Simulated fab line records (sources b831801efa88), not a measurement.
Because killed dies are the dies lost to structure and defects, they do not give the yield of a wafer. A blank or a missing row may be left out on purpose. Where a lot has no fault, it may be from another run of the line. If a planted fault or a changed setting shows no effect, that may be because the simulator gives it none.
What tool caused it?	flow gf180mcu	Sampling: 13 lots, 39 wafers, 6 of 602 route steps

== WHAT THE GAUGES READ, wafer by wafer ==
GF_VT_IMPLANT_RS_MEAS_49: the measuring method here is four-point-probe. Usual: MVPSD_RS typically reads 1170.0 ohm/sq, with standard deviation 2.6.
lot	measured	on	MVPSD_RS (ohm/sq)	flag
L953	day 7 08:39	film metro-02	1169.3 1170.3 1171.2	
L955	day 7 22:07	film metro-04	1176.1 1175.4 1174.2	
L956	day 8 06:47	film metro-01	1171.7 1171.2 1167.5	
L958	day 8 18:44	film metro-02	1193.7 1186.9 1190.4 1193.4 1190.0 1193.3	OFF
L959	day 9 01:19	film metro-01	1195.0 1193.5 1195.3 1197.2 1195.1 1195.1	OFF
L962	day 9 20:37	film metro-01	1172.1 1173.5 1172.9	
L966	day 10 23:40	film metro-02	1171.9 1168.7 1171.8	
L969	day 12 07:07	film metro-02	1169.5 1167.0 1169.6	
L971	day 12 08:53	film metro-01	1171.7 1169.0 1169.5	
L972	day 12 17:59	film metro-04	1172.3 1176.6 1170.8	
L973	day 13 10:49	film metro-02	1168.3 1168.0 1168.4	
L974	day 13 15:58	film metro-02	1167.7 1169.9 1169.7	
L975	day 14 04:26	film metro-01	1174.3 1170.6 1172.8	

GF_HV_LDD_OVL_MEAS_08. Usual: HV_LDD_OVL typically reads 0.5 nm, with standard deviation 1.2.
lot	measured	on	HV_LDD_OVL (nm)	flag
L953	day 9 22:44	overlay-02	-0.3 1.3 2.5	
L955	day 10 11:50	overlay-02	1.4 0.4 0.7	
L956	day 10 19:35	overlay-02	2.1 -1.0 -0.6	
L958	day 11 10:44	overlay-01	0.9 1.3 1.6	
L959	day 11 17:13	overlay-02	1.7 1.4 1.3	
L962	day 12 16:38	overlay-01	-0.4 1.0 -0.3	
L966	day 13 17:41	overlay-01	-1.6 -0.9 -0.1	
L969	day 15 04:47	overlay-01	0.9 1.1 1.5	
L971	day 15 11:38	overlay-02	0.4 0.8 -0.3	
L972	day 15 14:02	overlay-02	1.5 1.6 -0.5	
L973	day 16 11:05	overlay-02	0.6 1.3 1.0	
L974	day 16 17:10	overlay-02	-0.4 -1.1 -0.7	
L975	day 17 05:14	overlay-02	0.3 2.4 0.9	

GF_SAB_OVL_MEAS_10. Usual: SAB_OVL typically reads 0.4 nm, with standard deviation 1.4.
lot	measured	on	SAB_OVL (nm)	flag
L953	day 15 05:47	overlay-02	0.4 -0.1 2.8	
L955	day 15 17:37	overlay-01	-1.4 -0.3 -0.5	
L956	day 16 03:07	overlay-01	-0.4 1.6 1.6	
L958	day 16 19:32	overlay-02	-0.3 2.3 -0.1	
L959	day 17 04:19	overlay-02	3.1 3.7 3.1	
L962	day 18 10:07	overlay-01	3.3 0.6 1.6	
L966	day 19 16:11	overlay-02	1.3 0.1 0.3	
L969	day 21 08:16	overlay-01	2.1 1.4 0.4	
L971	day 21 13:37	overlay-02	3.3 4.0 3.6	
L972	day 21 17:18	overlay-02	-0.8 -1.2 -2.0	
L973	day 22 16:28	overlay-01	0.2 -1.2 1.0	
L974	day 22 22:04	overlay-02	-0.3 -0.4 -1.7	
L975	day 23 09:50	overlay-01	-0.1 0.9 -0.9	

== WHAT TOOL EACH LOT RAN ON (gives the tool, then ch and the chambers of the sampled wafers, and finally the start) ==
lot	GF_MVPSD_IMPLANT_09	GF_VT_IMPLANT_WET_ETCH_50	GF_SAB_CVD_00
L953	implanter-04 ch 0, day 5 01:45	wet bench-04 ch 3, day 7 08:44	pecvd-02 ch 0,1,2, day 14 07:54
L955	implanter-03 ch 0, day 5 10:38	wet bench-02 ch 0, day 7 22:14	pecvd-02 ch 0,1, day 14 20:06
L956	implanter-03 ch 0, day 5 14:16	wet bench-01 ch 1, day 8 06:53	pecvd-02 ch 1,2, day 15 04:59
L958	implanter-03 ch 0, day 6 01:04	wet bench-04 ch 1, day 8 22:50	pecvd-04 ch 0,1,2, day 15 21:53
L959	implanter-03 ch 0, day 6 06:15	wet bench-04 ch 1, day 9 03:45	pecvd-04 ch 0,1,2, day 16 05:32
L962	implanter-04 ch 0, day 6 23:18	wet bench-01 ch 3, day 9 20:44	pecvd-02 ch 0,1,2, day 17 10:20
L966	implanter-04 ch 0, day 7 23:48	wet bench-04 ch 2, day 10 23:44	pecvd-01 ch 0,1,2, day 18 15:18
L969	implanter-04 ch 0, day 9 03:32	wet bench-04 ch 3, day 12 07:14	pecvd-02 ch 0,1,2, day 20 08:07
L971	implanter-04 ch 0, day 9 07:25	wet bench-01 ch 2, day 12 08:59	pecvd-02 ch 0,2, day 20 13:48
L972	implanter-03 ch 0, day 9 14:28	wet bench-01 ch 2, day 12 18:05	pecvd-02 ch 0,1,2, day 20 17:32
L973	implanter-02 ch 0, day 10 03:44	wet bench-04 ch 0, day 13 10:56	pecvd-04 ch 1,2, day 21 16:43
L974	implanter-02 ch 0, day 10 11:14	wet bench-02 ch 0, day 13 16:05	pecvd-02 ch 0,1, day 21 23:06
L975	implanter-04 ch 0, day 10 20:43	wet bench-02 ch 2, day 14 04:32	pecvd-04 ch 0,1, day 22 10:54
- GF_MVPSD_IMPLANT_09
- GF_VT_IMPLANT_WET_ETCH_50: etches SiO2 in dHF, target depth 20 nm, time 400 s.
- GF_SAB_CVD_00: deposits SiO2 from TEOS, target thk 50 nm, time 4.9302 s.

== WHAT THE TOOLS THEMSELVES READ (means of the sampled wafers that have a number; where no wafer has one, the mark that the record gives instead) ==
GF_SAB_CVD_00. Usual: heater power outer w 381 W, standard deviation 50; heater power w 652 W, standard deviation 68.
lot	tool	heater power outer w (W)	heater power w (W)	flag
L953	pecvd-02	369	598	
L955	pecvd-02	386	644	
L956	pecvd-02	361	572	
L958	pecvd-04	384	653	
L959	pecvd-04	402	690	
L962	pecvd-02	368	608	
L966	pecvd-01	375	680	
L969	pecvd-02	386	631	
L971	pecvd-02	418	670	
L972	pecvd-02	412	657	
L973	pecvd-04	380	687	
L974	pecvd-02	366	599	
L975	pecvd-04	427	696	

== THE ANSWER, worked out from the rows above alone ==
Rule: take the mean of a lot's wafers that have a number; if it is more than 3 standard deviations from the usual mean, the lot is off. Also off: a lot with no number at a reading for which 4 or more lots have one. The other lots that the step has rows for count as sound. After the gauges, taken in route order, come the tools' own readings; for these a lot's mean is taken, as printed above. The first step at which some lot is off is used, and at that step the reading that is off furthest; a lot without a number counts as furthest.
Off: L958, L959, at GF_VT_IMPLANT_RS_MEAS_49 (MVPSD_RS).
If a tool, at a process step before that reading, ran all the lots that are off and no sound lot after the first of them, it fits. Those tools and the gauges at GF_VT_IMPLANT_RS_MEAS_49 are tried in the same way. No candidate that was tried fits.

== WHAT HAD BEEN PUT IN BY THE SIMULATOR ==
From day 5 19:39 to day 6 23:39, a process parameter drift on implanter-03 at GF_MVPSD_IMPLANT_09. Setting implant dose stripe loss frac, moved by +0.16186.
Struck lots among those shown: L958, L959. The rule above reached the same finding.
